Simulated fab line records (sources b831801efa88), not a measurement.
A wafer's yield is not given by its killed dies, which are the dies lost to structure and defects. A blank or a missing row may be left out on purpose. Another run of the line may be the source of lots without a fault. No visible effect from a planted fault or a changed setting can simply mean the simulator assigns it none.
Which tool did it? | flow sky130 | 72 wafers sampled from 24 lots at 1 step of a route of 708

WHAT THE GAUGES READ, wafer by wafer
SKY_POLY_GATE_CD_MEAS_13: the cd target is 150 nm.
lot  | measured     | on        | cd_nm (nm)
L074 | day 16 10:31 | cd_sem-02 | 148.9 148.6 148.6
L075 | day 16 11:11 | cd_sem-02 | 152.7 151.6 152.9
L076 | day 18 07:25 | cd_sem-02 | 148.9 147.4 148.1
L077 | day 18 08:02 | cd_sem-01 | 150.8 149.6 148.9
L078 | day 22 02:19 | cd_sem-02 | 150.1 151.6 150.9
L079 | day 22 02:38 | cd_sem-01 | 152.2 151.6 152.2
L080 | day 22 02:40 | cd_sem-02 | 149.8 149.8 148.2
L085 | day 22 02:48 | cd_sem-01 | 150.6 150.4 150.1
L083 | day 22 03:00 | cd_sem-02 | 148.9 148.7 149.4
L081 | day 22 03:01 | cd_sem-01 | 154.5 153.5 152.8
L082 | day 22 03:56 | cd_sem-02 | 147.9 149.4 148.3
L084 | day 22 04:37 | cd_sem-02 | 150.9 150.6 150.0
L088 | day 22 08:14 | cd_sem-01 | 151.9 151.3 150.8
L086 | day 22 08:32 | cd_sem-02 | 147.1 147.1 147.2
L087 | day 22 10:31 | cd_sem-01 | 149.2 148.4 149.3
L089 | day 22 12:59 | cd_sem-02 | 150.9 152.0 152.5
L090 | day 22 13:07 | cd_sem-01 | 149.4 149.4 149.4
L091 | day 22 15:42 | cd_sem-01 | 151.5 150.0 151.8
L092 | day 22 21:28 | cd_sem-01 | 151.5 151.3 153.4
L093 | day 23 00:20 | cd_sem-02 | 151.8 151.9 152.4
L094 | day 23 04:03 | cd_sem-01 | 147.7 148.9 147.1
L095 | day 23 11:34 | cd_sem-02 | 149.3 148.7 148.2
L096 | day 23 20:49 | cd_sem-01 | 150.2 150.3 151.7
L097 | day 24 10:08 | cd_sem-02 | 149.9 150.9 150.5

TOOL THAT RAN EACH LOT (tool first, then ch and the chambers of the sampled wafers, then the start)
There is no process step in the record ahead of these readings.

AS READ BY THE TOOLS THEMSELVES (means over the sampled wafers that have a number; for cases with no such wafer, the mark the record gives instead)
The record holds no such reading with a usual standard deviation.

THE ANSWER, worked out from the rows above alone
Rule: what is usual is taken from the lots themselves. The widest of any qualifying gaps counts: lots, ordered by their means at a reading, are off when they make up no more than a third of the lots, leave a main group of 4 or more, and stand apart from it by 3 or more times the standard deviation of that group's means. A main group whose means are all the same, to the digits that the tables above print for the reading, isn't used. Also off: a lot with no number at a reading for which 4 or more lots have one. Any other lot the step has rows for is counted as sound. The gauges are gone through in route order, then the tools' own readings, and for those a lot's mean is taken as printed above. At the first step where some lot is off, the reading lying furthest off is the one used; lots without a number count as furthest.
Across all readings shown, no lot is off: no conclusion can be drawn from this.

WHAT THE SIMULATOR PUT IN
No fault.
